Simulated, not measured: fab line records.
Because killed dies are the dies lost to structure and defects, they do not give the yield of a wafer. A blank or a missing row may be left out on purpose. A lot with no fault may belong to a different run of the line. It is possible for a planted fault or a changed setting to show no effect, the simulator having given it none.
Matching of chambers | flow sky130 | SKY_POLY_GATE_ETCH_17 on rie-si-02 has 4 sister chambers
The step etches poly-Si in HBr/Cl2, stops on SiO2, target depth 180 nm, time 70.5 s. 4 wafers are shown with their chamber, then 7 later ones without.

WAFERS, EACH WITH ITS CHAMBER
wafer  | chamber | drypump-motor-current-A (A)
L730.1 | 1       | 4.9
L736.3 | 0       | 4.7
L737.1 | 3       | 6.7
L737.3 | 2       | 5.4

WAFERS MISSING THEIR CHAMBER
wafer  | drypump-motor-current-A (A)
L737.4 | 4.8
L745.3 | 4.9
L745.4 | 5.4
L745.5 | 5.3
L749.1 | 4.8
L749.5 | 5.0
L749.6 | 4.8

THE CHAMBER EACH PASSED THROUGH
wafer  | from the rows above     | in truth
L737.4 | can't be placed: 0 or 1 | 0
L745.3 | 1                       | 1
L745.4 | 2                       | 2
L745.5 | 2                       | 2
L749.1 | can't be placed: 0 or 1 | 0
L749.5 | 1                       | 1
L749.6 | can't be placed: 0 or 1 | 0
Correct placement for 4 of the 7. Can't be placed from these rows: 3 (the true chamber is among the candidates in 3). Placed wrongly: 0.
How it was worked out, from the rows above alone: a wafer's distance from a chamber is the root of the sum, over the readings, of the square of ((its reading less the chamber's mean) divided by the reading's scatter). If the next closest chamber is less than 2 further off than the closest, the wafer can't be placed; otherwise it belongs to the closest. The mean given for a chamber averages the wafers shown for that chamber. The scatter: with one shown wafer a chamber, the root of the mean of the squares of how far each hidden wafer lies from its nearest shown one.
